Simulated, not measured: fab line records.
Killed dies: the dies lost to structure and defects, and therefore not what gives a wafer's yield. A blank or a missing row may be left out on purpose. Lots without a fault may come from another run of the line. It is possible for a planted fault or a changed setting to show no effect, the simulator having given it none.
fab line records | flow sky130
record lots=12 | wafers=36 | lastDay=50
route steps=708 shown POLY_GATE@230 LDD_N@244 LDD_P@259 LDD_HVN@274 PAD_OPEN@708
lots that met no fault: from a run of the same line without faults
startH: hours from the record's opening day to when the first of the lot's shown wafers began | waitH: hours from the lot's prior step to this one | " repeats the value in the row above | L1.1+2: a single row standing in for several wafers | - no value present, or no start provided | * or withheld: withheld | < > ~ a bound
route shown NAME@n: NAME is a module with steps in the file, n the number in the route of the first one | usual: mean and standard deviation over wafers with no fault | same: alike in all rows | chamber/n: place in a boat | sites: the reading at each site | _std_site: standard deviation across them | _edge_site: inner sites' mean taken away from outer sites' mean | radiusMm: how far each site lies from the wafer's centre | mask NAME#n: copy n | behind: tool/chamber where the wafer was last shaped | hold: what put the lot on hold/how long, in hours/how the hold closed | device: the transistor (n, p or np) that didn't switch | end of line: tests of these same wafers at the route's end | a step with no rows: only its recipe | killed: dies that structure and defects cost at the first sort, which is not the same as the wafer's yield | map: the dies of a wafer, with x for killed, . for not killed, _ for no die there
set.NAME: the setting as run; set.NAME@STEP: as run at that earlier step | model.NAME: the simulator's own value behind a step, which no gauge read
one table for each step of the route and one row for each wafer, over a sample of lots
services: when a tool's chamber went out of use (startH, in hours from the record's first day, below 0 if earlier), for how many hours, and the reason
## steps
# step SKY_POLY_GATE_ETCH_16
# recipe stopOn=poly-Si | chemistry=CH3F/O2 | target=Si3N4 | sourceW=400 | biasW=80 | pressureMtorr=25 | ch3fFlowSccm=40 | O2_flow_sccm=30 | timeS=147.5 | targetDepthA=750
# usual drypumpMotorCurrentA=5.6/0.56 | oesProductAu=0.640/0.0048 | throttleValvePct=10.537/0.0093
lot.wafer | tool       | chamber | startH | waitH | drypumpMotorCurrentA | oesProductAu | rfHoursCounterH | throttleValvePct
L851.1    | rieDiel-04 | 2       | 359.78 | 0.0   | 5.5                  | 0.641        | 2               | 10.532
L851.2    | "          | 3       | "      | "     | 6.2                  | 0.641        | 3               | 10.536
L851.3    | "          | 1       | "      | "     | 6.2                  | 0.632        | 4               | 10.539
L852.2    | rieDiel-03 | 3       | 368.16 | 0.0   | 4.9                  | 0.634        | 15              | 10.532
L852.3    | "          | 1       | "      | "     | 5.9                  | 0.637        | 0               | 10.538
L852.5    | "          | 3       | "      | "     | 4.9                  | 0.639        | -               | 10.541
L853.2    | rieDiel-01 | 0       | 379.03 | 0.0   | 4.8                  | 0.634        | 62              | 10.523
L853.3    | "          | 2       | "      | "     | 4.9                  | 0.644        | 82              | 10.537
L853.6    | "          | 2       | "      | "     | 4.9                  | 0.643        | -               | 10.545
L855.4    | rieDiel-03 | 3       | 440.51 | 0.0   | 4.9                  | 0.644        | 16              | 10.530
L855.5    | "          | 1       | "      | "     | 5.9                  | 0.647        | -               | 10.537
L855.6    | "          | 2       | "      | "     | 5.4                  | 0.634        | -               | 10.539
L857.1    | rieDiel-04 | 3       | 443.63 | 0.0   | 6.2                  | 0.639        | 4               | 10.539
L857.3    | "          | 2       | "      | "     | 5.6                  | 0.642        | 4               | 10.532
L857.6    | "          | 1       | "      | "     | 6.2                  | 0.638        | -               | 10.520
L859.3    | rieDiel-04 | 1       | 458.71 | 0.0   | 6.2                  | 0.638        | 5               | 10.534
L859.4    | "          | 1       | "      | "     | 6.2                  | 0.646        | -               | 10.522
L859.5    | "          | 3       | "      | "     | 6.2                  | 0.639        | -               | 10.529
L865.1    | rieDiel-01 | 1       | 495.96 | 0.0   | 5.9                  | 0.640        | 1               | 10.536
L865.3    | "          | 0       | "      | "     | 4.8                  | 0.638        | 64              | 10.542
L865.4    | "          | 3       | "      | "     | 6.3                  | 0.644        | 11              | 10.531
L868.1    | rieDiel-04 | 3       | 515.73 | 0.0   | 6.2                  | 0.650        | 6               | 10.534
L868.3    | "          | 0       | "      | "     | 5.8                  | 0.645        | 1               | 10.544
L868.5    | "          | 1       | "      | "     | 6.3                  | 0.646        | -               | 10.527
L870.1    | rieDiel-01 | 0       | 531.80 | 0.0   | 4.8                  | 0.648        | 65              | 10.549
L870.3    | "          | 1       | "      | "     | 5.9                  | 0.639        | 2               | 10.540
L870.4    | "          | 0       | "      | "     | 4.8                  | 0.640        | -               | 10.542
L871.1    | rieDiel-01 | 1       | 547.38 | 0.0   | 5.9                  | 0.641        | 2               | 10.544
L871.2    | "          | 3       | "      | "     | 6.3                  | 0.637        | 13              | 10.538
L871.6    | "          | 3       | "      | "     | 6.3                  | 0.643        | -               | 10.529
L872.1    | rieDiel-03 | 0       | 554.78 | 0.0   | 5.1                  | 0.637        | 2               | 10.539
L872.3    | "          | 1       | "      | "     | 5.9                  | 0.645        | 3               | 10.532
L872.6    | "          | 2       | "      | "     | 5.4                  | 0.633        | -               | 10.521
L873.1    | rieDiel-03 | 1       | 558.35 | 0.0   | 5.9                  | 0.639        | 3               | 10.524
L873.4    | "          | 0       | "      | "     | 5.1                  | 0.647        | 2               | 10.536
L873.6    | "          | 2       | "      | "     | 5.4                  | 0.639        | -               | 10.543
# step SKY_LDD_N_OVL_MEAS_07
# usual LDD_N_OVL=-0.3/1.3
lot.wafer | tool       | chamber | startH | waitH | LDD_N_OVL[nm]
L851.1    | overlay-01 | -       | 389.86 | 0.1   | 1.0
L851.2    | "          | -       | "      | "     | -1.3
L851.3    | "          | -       | "      | "     | 0.5
L852.2    | overlay-01 | -       | 397.89 | 0.1   | 1.4
L852.3    | "          | -       | "      | "     | -0.3
L852.5    | "          | -       | "      | "     | -0.1
L853.2    | overlay-02 | -       | 409.12 | 0.1   | -3.4
L853.3    | "          | -       | "      | "     | -1.5
L853.6    | "          | -       | "      | "     | -2.4
L855.4    | overlay-01 | -       | 473.00 | 0.1   | -2.4
L855.5    | "          | -       | "      | "     | -1.2
L855.6    | "          | -       | "      | "     | -2.7
L857.1    | overlay-01 | -       | 476.13 | 0.1   | -2.0
L857.3    | "          | -       | "      | "     | 0.1
L857.6    | "          | -       | "      | "     | -2.2
L859.3    | overlay-02 | -       | 490.57 | 0.1   | -0.8
L859.4    | "          | -       | "      | "     | -0.7
L859.5    | "          | -       | "      | "     | -2.9
L865.1    | overlay-01 | -       | 527.79 | 0.1   | 1.1
L865.3    | "          | -       | "      | "     | -0.9
L865.4    | "          | -       | "      | "     | 0.5
L868.1    | overlay-02 | -       | 547.44 | 0.1   | -1.3
L868.3    | "          | -       | "      | "     | -1.0
L868.5    | "          | -       | "      | "     | -2.2
L870.1    | overlay-02 | -       | 563.44 | 0.1   | -0.3
L870.3    | "          | -       | "      | "     | 0.5
L870.4    | "          | -       | "      | "     | 0.7
L871.1    | overlay-01 | -       | 578.33 | 0.1   | -1.0
L871.2    | "          | -       | "      | "     | -0.1
L871.6    | "          | -       | "      | "     | -0.6
L872.1    | overlay-02 | -       | 585.93 | 0.1   | 0.4
L872.3    | "          | -       | "      | "     | -0.4
L872.6    | "          | -       | "      | "     | -1.0
L873.1    | overlay-02 | -       | 589.41 | 0.1   | -2.1
L873.4    | "          | -       | "      | "     | -1.4
L873.6    | "          | -       | "      | "     | 0.6
# step SKY_LDD_P_EXPOSE_04
# recipe maskId=PSDM | na=0.6 | sourceShape=conventional | sigmaOuter=0.6 | polarization=unpolarized | targetCdNm=380 | doseMj=138
lot.wafer  | tool            | chamber | startH | waitH | mask
L851.1+2+3 | ilineStepper-02 | 0       | 405.26 | -     | PSDM#0
L852.2+3+5 | ilineStepper-02 | 0       | 413.65 | -     | PSDM#0
L853.2+3+6 | ilineStepper-02 | 0       | 425.34 | -     | PSDM#0
L855.4+5+6 | ilineStepper-02 | 0       | 489.84 | -     | PSDM#0
L857.1+3+6 | ilineStepper-01 | 0       | 493.05 | -     | HVNTM#0
L859.3+4+5 | ilineStepper-02 | 0       | 507.06 | -     | PSDM#0
L865.1+3+4 | ilineStepper-02 | 0       | 544.78 | -     | PSDM#0
L868.1+3+5 | ilineStepper-01 | 0       | 563.73 | -     | PSDM#0
L870.1+3+4 | ilineStepper-01 | 0       | 579.85 | -     | PSDM#0
L871.1+2+6 | ilineStepper-01 | 0       | 594.91 | -     | PSDM#0
L872.1+3+6 | ilineStepper-01 | 0       | 602.48 | -     | PSDM#0
L873.1+4+6 | ilineStepper-01 | 0       | 604.68 | -     | PSDM#0
# step SKY_LDD_P_CD_MEAS_07
# recipe targetCdNm=380
# usual cdNm=380.2/2.8
lot.wafer | tool     | chamber | startH | waitH | cdNm
L851.1    | cdSem-02 | -       | 419.83 | 0.1   | 381.2
L851.2    | "        | -       | "      | "     | 384.4
L851.3    | "        | -       | "      | "     | 381.0
L852.2    | cdSem-02 | -       | 428.54 | 0.1   | 381.6
L852.3    | "        | -       | "      | "     | 383.3
L852.5    | "        | -       | "      | "     | 385.4
L853.2    | cdSem-02 | -       | 440.25 | 0.1   | 380.4
L853.3    | "        | -       | "      | "     | 378.9
L853.6    | "        | -       | "      | "     | 379.5
L855.4    | cdSem-01 | -       | 504.23 | 0.1   | 378.6
L855.5    | "        | -       | "      | "     | 380.4
L855.6    | "        | -       | "      | "     | 379.5
L857.1    | cdSem-01 | -       | 507.91 | 0.1   | -
L857.3    | "        | -       | "      | "     | -
L857.6    | "        | -       | "      | "     | -
L859.3    | cdSem-02 | -       | 522.20 | 0.1   | 377.5
L859.4    | "        | -       | "      | "     | 379.2
L859.5    | "        | -       | "      | "     | 379.4
L865.1    | cdSem-02 | -       | 559.81 | 0.1   | 377.3
L865.3    | "        | -       | "      | "     | 377.3
L865.4    | "        | -       | "      | "     | 379.5
L868.1    | cdSem-01 | -       | 578.31 | 0.1   | 386.2
L868.3    | "        | -       | "      | "     | 384.4
L868.5    | "        | -       | "      | "     | 381.0
L870.1    | cdSem-02 | -       | 594.62 | 0.1   | 379.6
L870.3    | "        | -       | "      | "     | 381.7
L870.4    | "        | -       | "      | "     | 380.6
L871.1    | cdSem-02 | -       | 609.06 | 0.1   | 383.8
L871.2    | "        | -       | "      | "     | 387.6
L871.6    | "        | -       | "      | "     | 384.3
L872.1    | cdSem-02 | -       | 616.97 | 0.1   | 381.8
L872.3    | "        | -       | "      | "     | 379.4
L872.6    | "        | -       | "      | "     | 382.6
L873.1    | cdSem-01 | -       | 619.12 | 0.1   | 380.8
L873.4    | "        | -       | "      | "     | 382.7
L873.6    | "        | -       | "      | "     | 379.8
# step SKY_LDD_P_TW_MEAS_11
# usual LDD_P_TW=640/3.2
lot.wafer | tool         | chamber | startH | waitH | hold                    | LDD_P_TW
L851.1    | filmMetro-02 | -       | 420.24 | 0.1   | -                       | 640
L851.2    | "            | -       | "      | "     | -                       | 640
L851.3    | "            | -       | "      | "     | -                       | 644
L852.2    | filmMetro-03 | -       | 428.93 | 0.1   | -                       | 636
L852.3    | "            | -       | "      | "     | -                       | 634
L852.5    | "            | -       | "      | "     | -                       | 635
L853.2    | filmMetro-02 | -       | 440.65 | 0.1   | -                       | 639
L853.3    | "            | -       | "      | "     | -                       | 641
L853.6    | "            | -       | "      | "     | -                       | 638
L855.4    | filmMetro-02 | -       | 504.60 | 0.1   | -                       | 644
L855.5    | "            | -       | "      | "     | -                       | 641
L855.6    | "            | -       | "      | "     | -                       | 642
L857.1    | filmMetro-02 | -       | 508.32 | 0.1   | awaitDispo/0.2h/release | 30
L857.3    | "            | -       | "      | "     | awaitDispo/0.2h/release | 30
L857.6    | "            | -       | "      | "     | awaitDispo/0.2h/release | 31
L857.1    | filmMetro-02 | -       | 508.54 | 0.2   | -                       | 30
L857.3    | "            | -       | "      | "     | -                       | 30
L857.6    | "            | -       | "      | "     | -                       | 30
L859.3    | filmMetro-02 | -       | 522.59 | 0.1   | -                       | 641
L859.4    | "            | -       | "      | "     | -                       | 644
L859.5    | "            | -       | "      | "     | -                       | 642
L865.1    | filmMetro-03 | -       | 560.22 | 0.1   | -                       | 639
L865.3    | "            | -       | "      | "     | -                       | 635
L865.4    | "            | -       | "      | "     | -                       | 636
L868.1    | filmMetro-03 | -       | 578.72 | 0.1   | -                       | 635
L868.3    | "            | -       | "      | "     | -                       | 636
L868.5    | "            | -       | "      | "     | -                       | 637
L870.1    | filmMetro-03 | -       | 595.02 | 0.1   | -                       | 638
L870.3    | "            | -       | "      | "     | -                       | 638
L870.4    | "            | -       | "      | "     | -                       | 636
L871.1    | filmMetro-04 | -       | 609.47 | 0.1   | -                       | 640
L871.2    | "            | -       | "      | "     | -                       | 640
L871.6    | "            | -       | "      | "     | -                       | 641
L872.1    | filmMetro-02 | -       | 617.37 | 0.1   | -                       | 638
L872.3    | "            | -       | "      | "     | -                       | 639
L872.6    | "            | -       | "      | "     | -                       | 637
L873.1    | filmMetro-04 | -       | 619.52 | 0.1   | -                       | 638
L873.4    | "            | -       | "      | "     | -                       | 641
L873.6    | "            | -       | "      | "     | -                       | 640
# step SKY_LDD_HVN_OVL_MEAS_07
# usual LDD_HVN_OVL=0.2/1.2
lot.wafer | tool       | chamber | startH | waitH | LDD_HVN_OVL[nm]
L851.1    | overlay-02 | -       | 451.30 | 0.1   | 0.4
L851.2    | "          | -       | "      | "     | -0.1
L851.3    | "          | -       | "      | "     | -0.4
L852.2    | overlay-02 | -       | 459.19 | 0.1   | 1.9
L852.3    | "          | -       | "      | "     | 0.9
L852.5    | "          | -       | "      | "     | 1.6
L853.2    | overlay-01 | -       | 471.09 | 0.1   | -0.8
L853.3    | "          | -       | "      | "     | -1.1
L853.6    | "          | -       | "      | "     | -1.9
L855.4    | overlay-01 | -       | 534.91 | 0.1   | 0.6
L855.5    | "          | -       | "      | "     | -0.6
L855.6    | "          | -       | "      | "     | 0.0
L859.3    | overlay-01 | -       | 552.31 | 0.1   | 1.5
L859.4    | "          | -       | "      | "     | 0.2
L859.5    | "          | -       | "      | "     | 0.6
L865.1    | overlay-02 | -       | 589.52 | 0.1   | -0.1
L865.3    | "          | -       | "      | "     | -0.9
L865.4    | "          | -       | "      | "     | 0.1
L868.1    | overlay-02 | -       | 607.97 | 0.1   | -0.1
L868.3    | "          | -       | "      | "     | -0.3
L868.5    | "          | -       | "      | "     | -2.4
L870.1    | overlay-02 | -       | 624.82 | 0.1   | -1.5
L870.3    | "          | -       | "      | "     | 0.5
L870.4    | "          | -       | "      | "     | -0.6
L871.1    | overlay-01 | -       | 638.92 | 0.1   | -1.9
L871.2    | "          | -       | "      | "     | 1.0
L871.6    | "          | -       | "      | "     | -0.7
L872.1    | overlay-01 | -       | 645.74 | 0.1   | 1.3
L872.3    | "          | -       | "      | "     | 2.0
L872.6    | "          | -       | "      | "     | -0.5
L873.1    | overlay-02 | -       | 648.49 | 0.1   | 0.0
L873.4    | "          | -       | "      | "     | 0.2
L873.6    | "          | -       | "      | "     | 0.3
# step SKY_PAD_OPEN_PROBE_99
# usual defectLimitedYield=82.4/1.9 | killed_at_M0_to_M3=44/7.2 | killed_at_M4_up=3.2/1.8 | killedAtContacts=24/5.4 | killedAtFrontEnd=15/4 | killedAtOther=0.3/0.56 | killedDies=87/9.2 | killedOnRim=17/4 | killedOpen=47/7.3 | killedShort=39/5.7 | sort_bin_3_pad_short=0.9/0.45 | sort_bin_5_function=10.6/1.5 | sort_bin_6_memory=6.2/1.1 | sortNPass=405/9.2 | sortYieldPct=82.4/1.9
# same grossDies=492 | killedAtBackSide=0 | sort_bin_4_leakage[%]=0 | sort_bin_8_speed[%]=0
lot.wafer | tool      | chamber | startH  | waitH | defectLimitedYield[%] | killed_at_M0_to_M3 | killed_at_M4_up | killedAtContacts | killedAtFrontEnd | killedAtOther | killedDies | killedOnRim | killedOpen | killedShort | sort_bin_3_pad_short[%] | sort_bin_5_function[%] | sort_bin_6_memory[%] | sortNPass | sortYieldPct[%]
L865.1    | prober-02 | -       | 1158.57 | 0.1   | 78.9                  | 56                 | 2               | 30               | 15               | 1             | 104        | 26          | 51         | 53          | 1.0                     | 11.6                   | 8.5                  | 388       | 78.9
L865.3    | prober-02 | -       | 1158.67 | 0.2   | 81.9                  | 37                 | 5               | 29               | 18               | 0             | 89         | 22          | 39         | 50          | 0.8                     | 10.4                   | 6.9                  | 403       | 81.9
L865.4    | prober-02 | -       | 1158.72 | 0.2   | 83.1                  | 41                 | 1               | 23               | 18               | 0             | 83         | 16          | 40         | 43          | 0.8                     | 13.0                   | 3.0                  | 409       | 83.1
L868.1    | prober-01 | -       | 1170.63 | 0.1   | 81.7                  | 52                 | 5               | 21               | 12               | 0             | 90         | 12          | 41         | 47          | 1.8                     | 12.2                   | 4.3                  | 402       | 81.7
L868.3    | prober-01 | -       | 1170.73 | 0.2   | 83.5                  | 36                 | 6               | 22               | 17               | 0             | 81         | 18          | 41         | 38          | 1.0                     | 9.3                    | 6.1                  | 411       | 83.5
L868.5    | prober-01 | -       | 1170.83 | 0.2   | 82.1                  | 38                 | 5               | 28               | 17               | 0             | 88         | 15          | 46         | 41          | 1.0                     | 10.4                   | 6.5                  | 404       | 82.1
# killed by level:class
L865.1 VIA1:geometricParticle:open=14 CONTACT:geometricParticle:open=9 VIA1:geometricParticle:short=9 LOCAL_INTERCONNECT:geometricParticle:short=8 VIA3:geometricParticle:open=7 METAL1:geometricParticle:short=6 VIA3:geometricParticle:short=6 METAL2:geometricParticle:short=5
L865.3 CONTACT:geometricParticle:short=11 FIELD_ISO:geometricParticle:short=8 VIA2:geometricParticle:open=7 CONTACT:geometricParticle:open=7 METAL1:geometricParticle:short=7 VIA1:geometricParticle:open=6 POLY_GATE:geometricParticle:short=4 LI_CONTACT:geometricParticle:open=4
L865.4 VIA1:geometricParticle:open=11 METAL2:geometricParticle:short=8 LI_CONTACT:geometricParticle:open=8 CONTACT:geometricParticle:open=6 POLY_GATE:geometricParticle:short=5 VIA1:geometricParticle:short=4 FIELD_ISO:geometricParticle:short=4 POLY_GATE:geometricParticle:open=4
L868.1 VIA1:geometricParticle:open=11 VIA3:geometricParticle:open=10 METAL2:geometricParticle:short=9 CONTACT:geometricParticle:short=7 CONTACT:geometricParticle:open=7 METAL1:geometricParticle:short=6 POLY_GATE:geometricParticle:open=4 VIA1:geometricParticle:short=4
L868.3 LI_CONTACT:geometricParticle:open=7 CONTACT:geometricParticle:open=7 LOCAL_INTERCONNECT:geometricParticle:short=6 VIA3:geometricParticle:open=6 VIA1:geometricParticle:short=5 VIA1:geometricParticle:open=5 POLY_GATE:geometricParticle:short=4 METAL4:geometricParticle:short=4
L868.5 VIA1:geometricParticle:open=11 LI_CONTACT:geometricParticle:open=8 CONTACT:geometricParticle:open=8 METAL2:geometricParticle:short=6 CONTACT:geometricParticle:short=5 VIA1:geometricParticle:short=5 FIELD_ISO:geometricParticle:open=4 LI_CONTACT:geometricParticle:short=4
## services
tool            | chamber | startH | hours | kind
rieDiel-03      | 0       | 337.03 | 4.0   | repair
rieDiel-03      | 1       | 341.01 | -     | clean
rieDiel-03      | 1       | 341.01 | 26.3  | scheduledDown
ilineStepper-02 | -       | 344.87 | 1.7   | pm
rieDiel-04      | -       | 353.52 | 0.8   | repair
rieDiel-03      | 0       | 355.78 | 7.1   | repair
ilineStepper-01 | 0       | 356.93 | -     | calibration
ilineStepper-02 | 0       | 362.06 | -     | calibration
rieDiel-03      | -       | 362.74 | 0.4   | repair
ilineStepper-02 | -       | 379.54 | 0.6   | repair
ilineStepper-01 | -       | 396.13 | 1.7   | pm
rieDiel-03      | -       | 441.11 | 0.9   | repair
rieDiel-03      | -       | 463.44 | 1.3   | repair
rieDiel-03      | 0       | 483.72 | 9.5   | repair
rieDiel-01      | 2       | 528.87 | 15.4  | repair
rieDiel-03      | 3       | 531.18 | 5.5   | repair
rieDiel-01      | 1       | 533.55 | 11.1  | repair
rieDiel-04      | 1       | 547.44 | 4.0   | repair
ilineStepper-02 | -       | 563.05 | 1.7   | pm
rieDiel-04      | 0       | 564.07 | 1.4   | repair
rieDiel-03      | -       | 566.23 | 2.8   | pm
rieDiel-01      | -       | 573.09 | 28.1  | pm
ilineStepper-01 | 0       | 586.07 | -     | calibration
ilineStepper-02 | 0       | 591.92 | -     | calibration
## key
firstSign step=SKY_LDD_P_EXPOSE_04 | reading=mask | direction=changed
effect step=SKY_LDD_P_CD_MEAS_07 | reading=cdNm | direction=missing
effect step=SKY_LDD_P_TW_MEAS_11 | reading=visit | direction=added
effect step=SKY_LDD_P_TW_MEAS_11 | reading=LDD_P_TW | direction=down | sigmas=99+ | usual=640 | struck=30
metAt SKY_LDD_P_EXPOSE_04
struckLots L857
scrappedBehind SKY_LDD_P_TW_MEAS_11 L857.1,L857.3,L857.6
notActingAt SKY_POLY_GATE_ETCH_16,SKY_LDD_N_OVL_MEAS_07,SKY_LDD_HVN_OVL_MEAS_07
fault kind=wrongMask | tool=any | chamber=- | onsetH=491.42 | steps=SKY_LDD_P_EXPOSE_04 | auxCopy=HVNTM#0 | scope=struckLotsOnly
